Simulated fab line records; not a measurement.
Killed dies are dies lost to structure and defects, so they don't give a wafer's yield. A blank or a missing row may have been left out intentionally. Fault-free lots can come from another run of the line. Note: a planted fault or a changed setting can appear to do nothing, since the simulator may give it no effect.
A lot that was struck, set against a sound lot / flow sky130 / 13 out of 708 route steps
Sound: the wafers L707.1, L707.2, L707.3. Wafers L714.2, L714.4, L714.6 were the ones struck. Last of all comes the cause.
Order at every step that has rows: each side's tool, ch and its chambers, its first start. Under that, the readings that differ: sound wafers / struck wafers / difference of the means / sigmas: that difference in standard deviations of wafers without a fault.
alike: readings with means less than 2 such deviations apart, plus words and numbers identical on both sides. not compared: withheld readings, readings lacking a value on some wafer, bounds such as >300 that could conceal the same value, and numbers that have no deviation in the record and whose values overlap.
The two part at a step that has a row with sigmas, a row that says differs or no value, or rows on one side only. Numbers that don't overlap but have no deviation are shown without sigmas and don't part them. A reading missing from all wafers of one side parts the sides only when that side holds two or more wafers.

first, 3 steps without rows for these wafers: SKY_FIELD_ISO_EXPOSE_10 (exposes mask FOM, target cd 150 nm); SKY_FIELD_ISO_PEB_11; SKY_FIELD_ISO_DEVELOP_12 (develop time 60 s).
SKY_FIELD_ISO_CD_MEAS_13 targets a cd of 150 nm.
  sound on cd-sem-02 at day 5 11:37; struck on cd-sem-01 at day 7 13:20
  alike: cd-nm
SKY_FIELD_ISO_ETCH_14: etches BARC in N2/H2, stops on SiO2, time 45.9 s, target depth 60 nm.
  sound on rie-diel-01 ch 0,1,2, day 5 11:44; struck on rie-diel-01 ch 0,1, day 7 13:26
  alike: drypump-motor-current-A, oes-product-au, throttle-valve-pct
  not compared: rf-hours-counter-h
SKY_FIELD_ISO_ETCH_15: etches the open film in CHF3/O2, stops on Si, target depth 180 nm, time 72 s.
  sound on rie-diel-01 ch 0,1,2, day 5 11:47; struck on rie-diel-01 ch 0,1, day 7 13:28
  alike: drypump-motor-current-A, oes-product-au, throttle-valve-pct
  not compared: rf-hours-counter-h
SKY_FIELD_ISO_STRIP_16: strips in O2/N2.
  sound on plasma-asher-03 ch 0,1, day 5 11:50; struck on plasma-asher-03 ch 0,1, day 7 13:32
  alike: drypump-motor-current-A, oes-product-au, strip-time-to-endpoint-s
  not compared: rf-hours-counter-h
SKY_FIELD_ISO_ETCH_17: etches Si in HBr/Cl2/O2, target depth 342 nm, time 97.7 s.
  sound on rie-si-01 ch 0,1,2, day 5 11:56; struck on rie-si-02 ch 0,2, day 7 13:38
  alike: HBr_flow_sccm, drypump-motor-current-A, oes-product-au, throttle-valve-pct
  not compared: rf-hours-counter-h
then, 4 steps without rows for these wafers: SKY_FIELD_ISO_WET_ETCH_18 (etches Si3N4 in H3PO4, target depth 25 nm, time 286 s); SKY_FIELD_ISO_CLEAN_19 (cleans in SC1/SC2, time 150 s); SKY_FIELD_ISO_CLEAN_20 (cleans in dHF, time 20 s); SKY_FIELD_ISO_WET_ETCH_21 (etches SiO2 in dHF, target depth 20 nm, time 400 s).
SKY_FIELD_ISO_OXIDATION_22: stabilise 600 s, purge 300 s, target thk 10 nm.
  sound on furnace-02 ch 0, day 5 12:17; struck on furnace-02, day 7 14:25
  no value came back on the struck wafers for ox-temp-c (C), ox-temp-c-max, spike-tc-top-C (C); on the sound wafers ox-temp-c (C) reads 950.3 950.3 950.3

## WHERE THEY PART
At SKY_FIELD_ISO_OXIDATION_22 and nowhere else, as far as this record goes.

WHY: whatever the simulator had introduced
Skipped step whole: furnace-02, from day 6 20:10 on, at SKY_FIELD_ISO_OXIDATION_22. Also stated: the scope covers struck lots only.
